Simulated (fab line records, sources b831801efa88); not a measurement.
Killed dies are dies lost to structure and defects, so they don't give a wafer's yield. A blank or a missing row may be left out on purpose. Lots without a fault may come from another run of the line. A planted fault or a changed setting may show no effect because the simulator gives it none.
fab line records | flow sky130
record lots=4 wafers=12 last_day=50
route steps=708 shown GATE_OXIDE@192 POLY_GATE@204 RES_PROTECT@206 PAD_OPEN@708
lots that met no fault: from a run of the same line without faults
start_h: hours from the record's first day to the start of the lot's first wafer shown | wait_h: hours since the lot's step before | " the same as in the row above | L1.1+2: a row that stands for several wafers | - no value, or no start given | * or withheld: withheld | < > ~ a bound
route shown NAME@n: a module of which the file shows steps, and the number in the route of the first | usual: mean/standard deviation of fault-free wafers | same: alike in all rows | chamber/n: place in a boat | sites: the reading at each site | _std_site: their standard deviation | _edge_site: outer sites' mean less inner sites' | radius_mm: how far each site lies from the wafer's centre | mask NAME#n: copy n | behind: the tool/chamber that last shaped the wafer | hold: why the lot was held/for how many hours/how that ended | device: the transistor (n, p or np) that didn't switch | end of line: the same wafers' tests at the end of the route | a step without rows: its recipe alone | killed: dies lost to structure and defects at the first sort, not the wafer's yield | map: a wafer's dies, x killed, . not, _ none there
set.NAME: the setting as run; set.NAME@STEP: as run at that earlier step | model.NAME: the simulator's own value behind a step, which no gauge read
lots at some steps of the route; a table a step, a row a wafer
services: from which hour (start_h, from the record's first day; less than 0 if before it) a tool's chamber was out of use, for how many hours, and why
## steps
# step SKY_GATE_OXIDE_COAT_05
# recipe resist=NOVOLAK spin_rpm=3000 resist_thk_nm=1140
# step SKY_GATE_OXIDE_SOFTBAKE_06
# recipe temp_c=90 time_s=60 resist=NOVOLAK
# step SKY_GATE_OXIDE_EXPOSE_07
# recipe mask_id=LVOM na=0.6 source_shape=conventional sigma_outer=0.6 polarization=unpolarized target_cd_nm=600 dose_mj=170
# step SKY_GATE_OXIDE_PEB_08
# recipe temp_c=withheld time_s=* resist=NOVOLAK
# step SKY_GATE_OXIDE_DEVELOP_09
# recipe resist=NOVOLAK developer=TMAH develop_time_s=60 dev_temp_c=23
# step SKY_GATE_OXIDE_IMPLANT_11
# recipe species=B energy_kev=10 dose_cm2=2.6e+12 tilt_deg=withheld
# step SKY_GATE_OXIDE_WET_ETCH_12
# recipe chemistry=dHF target_depth_nm=16.8 dry=n2_spin target=SiO2 dilution=100:1 temp_c=25 time_s=336
# step SKY_GATE_OXIDE_STRIP_13
# recipe chemistry=O2/N2 power_w=1400 pressure_mtorr=1500 platen_temp_c=withheld o2_flow_sccm=3000 n2_flow_sccm=300 overash_fraction=0.5
# step SKY_GATE_OXIDE_CLEAN_15
# recipe chemistry=SC1/SC2 mix=1:4:20 temp_c=70 time_s=150 dry=n2_spin
# step SKY_GATE_OXIDE_OXIDATION_16
# recipe temp_c=800 ambient=O2 idle_temp_c=700 ramp_up_c_per_min=10 ramp_down_c_per_min=3 stabilise_s=600 purge_s=300 target_thk_a=35.7 ox_time_s=1915
# step SKY_POLY_GATE_CVD_00
# recipe material=poly-Si target_thk_nm=180 temp_c=620 time_s=720 pressure_mtorr=200
# usual spike_tc_centre_C=620.2/1.1 spike_tc_top_C=639.3/1.4 spike_tc_upper_C=619.7/1.1 susceptor_temp_C=620.01/0.28 zone_power_centre_pct=9.4/0.4 zone_power_lower_pct=9.19/0.28 zone_power_upper_pct=9.07/0.088
# same time_s=720
# columns lot.wafer tool chamber start_h wait_h spike_tc_centre_C spike_tc_top_C spike_tc_upper_C susceptor_temp_C zone_power_centre_pct zone_power_lower_pct zone_power_upper_pct model.poly-Si_of_POLY_GATE_CVD_00.thk_nm
L543.1 lpcvd-01 1 304.59 1.0 621.1 639.6 619.8 620.15 8.8 9.55 9.19 180.3
L543.4 " 1 " " 622.6 642.0 618.5 619.93 8.8 9.47 9.11 179.2
L543.5 " 1 " " 621.2 640.6 619.0 620.09 8.7 9.57 8.99 178.9
L554.1 lpcvd-01 1 407.23 0.0 594.5 638.6 622.3 619.51 4.4 11.99 11.48 149.7
L554.2 " 1 " " 592.4 639.9 625.7 619.96 4.3 12.09 11.63 156
L554.6 " 1 " " 593.2 640.0 624.2 619.54 4.4 12.08 11.80 175.9
L555.3 lpcvd-01 1 416.97 0.0 593.9 639.3 622.2 620.20 4.3 12.15 11.36 163.9
L555.5 " 1 " " 592.9 640.2 624.2 620.64 4.4 12.19 11.43 152.2
L555.6 " 1 " " 594.2 640.3 624.0 620.41 4.4 12.17 11.73 145.6
L565.1 lpcvd-01 0 496.35 0.0 617.6 638.2 618.4 619.81 9.7 8.90 9.19 180.5
L565.4 " 0 " " 620.8 638.5 617.2 620.51 9.7 9.04 9.08 180.2
L565.6 " 0 " " 618.7 640.6 619.1 619.84 9.7 8.89 9.04 182.1
# step SKY_POLY_GATE_THK_MEAS_01
# recipe reads=poly-Si_of_POLY_GATE_CVD_00
# usual POLY_GATE_CVD_00_THK=180.1/1.4
# columns lot.wafer tool chamber start_h wait_h POLY_GATE_CVD_00_THK[nm]
L543.1 film_metro-04 - 305.79 0.0 180.4
L543.4 " - " " 179.2
L543.5 " - " " 178.8
L554.1 film_metro-02 - 409.03 0.0 149.8
L554.2 " - " " 156.1
L554.6 " - " " 175.9
L555.3 film_metro-02 - 418.19 0.0 163.9
L555.5 " - " " 152.4
L555.6 " - " " 145.6
L565.1 film_metro-02 - 497.55 0.0 180.5
L565.4 " - " " 180.0
L565.6 " - " " 182.3
# step SKY_RES_PROTECT_DEHYDRATE_00
# recipe temp_c=200 time_s=60
# step SKY_RES_PROTECT_HMDS_01
# recipe prime_time_s=60 prime_temp_c=120
# step SKY_RES_PROTECT_COAT_02
# recipe resist=NOVOLAK spin_rpm=3000 resist_thk_nm=1140
# step SKY_RES_PROTECT_SOFTBAKE_03
# recipe temp_c=90 time_s=60 resist=NOVOLAK
# step SKY_RES_PROTECT_EXPOSE_04
# recipe mask_id=RPM na=0.6 source_shape=conventional sigma_outer=0.6 polarization=unpolarized target_cd_nm=1270 dose_mj=131
# step SKY_RES_PROTECT_PEB_05
# recipe temp_c=withheld time_s=* resist=NOVOLAK
# step SKY_RES_PROTECT_DEVELOP_06
# recipe resist=NOVOLAK developer=TMAH develop_time_s=60 dev_temp_c=23
# step SKY_POLY_GATE_IMPLANT_02
# recipe species=P energy_kev=30 dose_cm2=7.7e+15 tilt_deg=0
# step SKY_RES_PROTECT_STRIP_07
# recipe chemistry=O2/N2 power_w=1400 pressure_mtorr=1500 platen_temp_c=withheld o2_flow_sccm=3000 n2_flow_sccm=300 overash_fraction=0.5
# step SKY_RES_PROTECT_CLEAN_09
# recipe chemistry=SC1/SC2 mix=1:4:20 temp_c=70 time_s=150 dry=n2_spin
# usual temp_c=70.01/0.13
# same time_s=150
# columns lot.wafer tool chamber start_h wait_h temp_c model.poly-Si_of_POLY_GATE_CVD_00.thk_nm
L543.1 wet_bench-03 2 332.73 0.1 69.99 179.7
L543.4 " 2 " " 69.70 178.6
L543.5 " 2 " " 69.80 178.3
L554.1 wet_bench-02 3 438.93 0.1 70.14 149.1
L554.2 " 3 " " 70.18 155.4
L554.6 " 3 " " 70.16 175.3
L555.3 wet_bench-03 3 449.73 0.0 70.03 163.2
L555.5 " 3 " " 69.97 151.6
L555.6 " 3 " " 69.74 144.9
L565.1 wet_bench-03 3 526.78 0.1 69.97 179.8
L565.4 " 3 " " 69.86 179.6
L565.6 " 3 " " 70.05 181.5
# step SKY_POLY_GATE_CVD_03
# recipe material=Si3N4 precursor=DCS/NH3 target_thk_nm=75 temp_c=770 time_s=1290 pressure_mtorr=250
# step SKY_POLY_GATE_DEHYDRATE_05
# recipe temp_c=200 time_s=60
# step SKY_POLY_GATE_HMDS_06
# recipe prime_time_s=60 prime_temp_c=120
# step SKY_POLY_GATE_COAT_07
# recipe resist=BARC temp_c=withheld time_s=withheld spin_rpm=3000 resist_thk_nm=110
# step SKY_POLY_GATE_COAT_08
# recipe resist=KrF-thick spin_rpm=3000 resist_thk_nm=450
# step SKY_POLY_GATE_SOFTBAKE_09
# recipe temp_c=100 time_s=90 resist=KrF-thick
# step SKY_POLY_GATE_EXPOSE_10
# recipe mask_id=P1M na=0.68 source_shape=conventional sigma_outer=0.6 target_cd_nm=150 dose_mj=28
# step SKY_POLY_GATE_PEB_11
# recipe peb_temp_c=withheld peb_time_s=withheld resist=KrF-thick
# step SKY_POLY_GATE_DEVELOP_12
# recipe develop_time_s=60 resist=KrF-thick dev_temp_c=21
# step SKY_POLY_GATE_ETCH_15
# recipe chemistry=N2/H2 target=BARC ion_energy_ev=200 source_w=500 bias_w=100 pressure_mtorr=30 n2_flow_sccm=100 h2_flow_sccm=200 stop_on=SiO2 time_s=118.5 target_depth_a=1100
# step SKY_POLY_GATE_ETCH_16
# recipe stop_on=poly-Si chemistry=CH3F/O2 target=Si3N4 source_w=400 bias_w=80 pressure_mtorr=25 ch3f_flow_sccm=40 O2_flow_sccm=30 time_s=147.5 target_depth_a=750
# step SKY_POLY_GATE_ETCH_17
# recipe target_depth_nm=180 stop_on=SiO2 over_etch_frac=0.56667 chemistry=HBr/Cl2 target=poly-Si icp_w=400 bias_w=100 pressure_mtorr=10 HBr_flow_sccm=150 Cl2_flow_sccm=50 time_s=70.5
# usual drypump_motor_current_A=5.9/0.31 oes_product_au=0.986/0.0059 throttle_valve_pct=33.685/0.0088
# same time_s=70.5
# columns lot.wafer tool chamber start_h wait_h drypump_motor_current_A oes_product_au rf_hours_counter_h throttle_valve_pct model.POLY_GATE.feature_depth_nm model.etch.depth_nm
L543.1 rie_si-01 3 361.33 0.0 6.1 0.980 5 33.683 179.2 179.2
L543.4 " 2 " " 6.2 0.983 0 33.695 178.6 178.6
L543.5 " 1 " " 6.4 0.982 - 33.696 178.3 178.3
L554.1 rie_si-01 1 474.32 0.0 6.3 0.879 2 33.693 149.1 149.1
L554.2 " 0 " " 5.9 0.900 1 33.676 155.4 155.4
L554.6 " 2 " " 6.2 0.978 - 33.678 175.3 175.3
L555.3 rie_si-02 3 482.68 0.0 5.7 0.926 7 33.674 163.2 163.2
L555.5 " 2 " " 6.0 0.883 - 33.693 151.6 151.6
L555.6 " 3 " " 5.7 0.852 - 33.678 144.9 144.9
L565.1 rie_si-02 0 558.36 0.0 5.3 0.982 7 33.688 178.4 178.4
L565.4 " 0 " " 5.3 0.986 - 33.678 178.2 178.2
L565.6 " 3 " " 5.7 0.987 - 33.694 179.9 179.9
# step SKY_POLY_GATE_STRIP_18
# recipe chemistry=O2/N2 power_w=1400 pressure_mtorr=1500 platen_temp_c=withheld o2_flow_sccm=3000 n2_flow_sccm=300 overash_fraction=0.5
# step SKY_PAD_OPEN_PROBE_99
# usual killed_at_M0_to_M3=43/7.4 killed_at_M4_up=3.1/1.9 killed_at_contacts=25/5.4 killed_at_front_end=15/4.3 killed_at_other=0.3/0.54 killed_dies=86/10 killed_open=46/7.4 killed_short=40/7
# same gross_dies=492 killed_at_back_side=0
# columns lot.wafer tool chamber start_h wait_h killed_at_M0_to_M3 killed_at_M4_up killed_at_contacts killed_at_front_end killed_at_other killed_dies killed_open killed_short model.etest.res_high_po.line_ohm_um model.etest.res_poly.line_ohm_um model.etest.res_high_po.rs_ohm_sq model.etest.res_poly.rs_ohm_sq model.etest.cap_li_to_poly.c_af_um2
L543.1 prober-01 - 1071.45 0.1 49 5 30 17 1 102 51 49 742.6 504.5 261.9 47.99 101.9
L543.4 prober-01 - 1071.60 0.2 43 4 26 15 0 88 41 46 744.6 498.8 256.6 48.11 98.81
L543.5 prober-01 - 1071.65 0.2 48 4 17 13 0 82 34 48 734 504.7 260 48.11 100.5
L554.1 prober-02 - 1148.13 0.1 33 4 27 14 0 78 42 36 882.1 659 305.7 57.51 90.93
L554.2 prober-02 - 1148.18 0.1 35 1 27 14 1 78 42 36 849.7 606.9 294.7 55.72 92.47
L554.6 prober-02 - 1148.38 0.2 43 3 26 19 0 91 48 42 755.4 544.5 265.1 49.33 98.34
L555.3 prober-01 - 1151.08 0.2 49 2 25 17 0 93 44 49 811.9 562.6 284.5 52.55 94.41
L555.5 prober-01 - 1151.18 0.2 52 0 38 10 0 100 59 41 860.5 588.3 301.6 55.84 91.96
L555.6 prober-01 - 1151.23 0.2 45 0 25 13 1 84 53 30 882.2 622.1 308.8 58.41 91.21
L565.1 prober-01 - 1197.40 0.1 35 2 21 15 2 75 38 37 726.2 504.4 257.7 48.54 102.8
L565.4 prober-01 - 1197.55 0.2 42 4 27 19 1 93 54 36 750.1 518.3 257.1 48.44 99.09
L565.6 prober-01 - 1197.65 0.2 38 4 30 17 0 89 51 36 728.3 516.3 256.4 48.2 97.77
# killed by level:class
L543.1 VIA1:geometric_particle:open=12 LI_CONTACT:geometric_particle:open=8 CONTACT:geometric_particle:open=8 METAL2:geometric_particle:short=7 METAL1:geometric_particle:short=7 CONTACT:geometric_particle:short=6 VIA3:geometric_particle:open=6 VIA1:geometric_particle:short=5
L543.4 CONTACT:geometric_particle:open=11 VIA1:geometric_particle:short=7 VIA1:geometric_particle:open=7 METAL2:geometric_particle:short=7 LI_CONTACT:geometric_particle:open=6 LI_CONTACT:geometric_particle:short=5 VIA2:geometric_particle:open=5 METAL4:geometric_particle:short=4
L543.5 METAL2:geometric_particle:short=9 VIA1:geometric_particle:open=9 CONTACT:geometric_particle:short=6 CONTACT:geometric_particle:open=5 METAL1:geometric_particle:short=5 VIA1:geometric_particle:short=5 METAL3:geometric_particle:short=5 VIA3:geometric_particle:open=5
L554.1 CONTACT:geometric_particle:open=10 LI_CONTACT:geometric_particle:open=9 VIA2:geometric_particle:open=7 POLY_GATE:geometric_particle:open=5 CONTACT:geometric_particle:short=5 VIA1:geometric_particle:open=4 VIA1:geometric_particle:short=4 METAL2:geometric_particle:short=4
L554.2 LI_CONTACT:geometric_particle:open=9 LOCAL_INTERCONNECT:geometric_particle:short=7 METAL1:geometric_particle:short=7 CONTACT:geometric_particle:open=6 VIA3:geometric_particle:open=6 VIA1:geometric_particle:short=5 VIA2:geometric_particle:open=5 FIELD_ISO:geometric_particle:open=4
L554.6 VIA2:geometric_particle:open=10 VIA1:geometric_particle:open=9 LI_CONTACT:geometric_particle:open=8 VIA3:geometric_particle:open=6 LI_CONTACT:geometric_particle:short=5 LOCAL_INTERCONNECT:geometric_particle:short=5 VIA1:geometric_particle:short=5 FIELD_ISO:geometric_particle:short=4
L555.3 VIA1:geometric_particle:open=9 CONTACT:geometric_particle:open=8 VIA2:geometric_particle:open=7 LOCAL_INTERCONNECT:geometric_particle:short=6 VIA1:geometric_particle:short=6 LI_CONTACT:geometric_particle:short=5 METAL1:geometric_particle:short=5 METAL3:geometric_particle:short=5
L555.5 CONTACT:geometric_particle:open=15 VIA1:geometric_particle:open=14 LI_CONTACT:geometric_particle:open=8 LI_CONTACT:geometric_particle:short=6 METAL1:geometric_particle:short=6 VIA1:geometric_particle:short=6 VIA2:geometric_particle:open=5 LOCAL_INTERCONNECT:geometric_particle:short=4
L555.6 VIA1:geometric_particle:open=13 LI_CONTACT:geometric_particle:open=8 CONTACT:geometric_particle:open=8 VIA2:geometric_particle:open=7 VIA3:geometric_particle:open=5 POLY_GATE:geometric_particle:open=4 POLY_GATE:geometric_particle:short=4 LI_CONTACT:geometric_particle:short=4
L565.1 CONTACT:geometric_particle:open=9 VIA1:geometric_particle:open=9 METAL1:geometric_particle:short=8 FIELD_ISO:geometric_particle:open=5 CONTACT:geometric_particle:short=5 VIA2:geometric_particle:open=5 FIELD_ISO:geometric_particle:short=4 METAL2:geometric_particle:short=4
L565.4 VIA1:geometric_particle:open=12 CONTACT:geometric_particle:open=11 LI_CONTACT:geometric_particle:open=8 METAL2:geometric_particle:short=8 FIELD_ISO:geometric_particle:short=6 VIA3:geometric_particle:open=5 METAL1:geometric_particle:short=4 POLY_GATE:geometric_particle:short=3
L565.6 CONTACT:geometric_particle:open=15 LI_CONTACT:geometric_particle:open=8 VIA1:geometric_particle:open=8 METAL1:geometric_particle:short=5 POLY_GATE:geometric_particle:open=5 VIA2:geometric_particle:open=5 FIELD_ISO:geometric_particle:short=4 METAL2:geometric_particle:short=4
## services
# columns tool chamber start_h hours kind
rie_si-01 1 282.16 - clean
rie_si-01 1 282.16 15.4 scheduled_down
rie_si-01 1 282.16 15.4 vent_cycle
rie_si-01 2 300.44 - clean
rie_si-01 2 300.44 22.7 scheduled_down
rie_si-01 2 300.44 22.7 vent_cycle
lpcvd-01 - 302.05 2.5 repair
wet_bench-02 - 302.15 4.1 repair
rie_si-01 2 331.86 13.1 repair
rie_si-01 0 334.75 11.6 repair
rie_si-02 3 370.08 10.4 repair
rie_si-01 0 380.33 - clean
rie_si-01 0 380.33 13.6 scheduled_down
rie_si-01 0 380.33 13.6 vent_cycle
rie_si-01 3 441.09 33.3 repair
rie_si-02 2 456.65 1.9 repair
lpcvd-01 - 504.97 2.6 repair
lpcvd-01 - 518.91 0.5 repair
rie_si-02 - 522.51 0.4 repair
wet_bench-03 - 535.69 3.7 repair
rie_si-01 - 540.55 2.8 pm
wet_bench-02 - 545.76 0.6 repair
rie_si-02 2 553.44 - clean
rie_si-02 2 553.44 23.4 scheduled_down
## key
first_sign step=SKY_POLY_GATE_CVD_00 reading=zone_power_upper_pct direction=up sigmas=28 usual=9.07 struck=11.57
effect step=SKY_POLY_GATE_CVD_00 reading=spike_tc_centre_C direction=down sigmas=24 usual=620.2 struck=593.5
effect step=SKY_POLY_GATE_THK_MEAS_01 reading=POLY_GATE_CVD_00_THK direction=down sigmas=16 usual=180.1 struck=157.3
effect step=SKY_POLY_GATE_ETCH_17 reading=oes_product_au direction=down sigmas=14 usual=0.986 struck=0.903
model_effect step=SKY_POLY_GATE_CVD_00 value=poly-Si_of_POLY_GATE_CVD_00.thk_nm without=180.2 struck=157.2
model_effect step=SKY_RES_PROTECT_CLEAN_09 value=poly-Si_of_POLY_GATE_CVD_00.thk_nm without=179.6 struck=156.6
model_effect step=SKY_POLY_GATE_ETCH_17 value=POLY_GATE.feature_depth_nm without=179.2 struck=156.6
model_effect step=SKY_PAD_OPEN_PROBE_99 value=etest.res_high_po.line_ohm_um without=740.5 struck=840.3
met_at SKY_POLY_GATE_CVD_00
struck_wafers L554.1,L554.2,L554.6,L555.3,L555.5,L555.6
tester_left_out L554,L555
onset_between 304.59 407.23
fault kind=process_parameter_drift tool=lpcvd-01 chamber=1 onset_h=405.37 steps=SKY_POLY_GATE_CVD_00 channel=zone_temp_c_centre offset=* shape=step end_h=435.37
# tester_left_out: of these lots the tester's yield and bins aren't shown, on N5 and GAA mostly nor the transistor test; their killed dies are dies lost to structure and defects alone, not to doping, threshold or leakage, so they don't give the yield
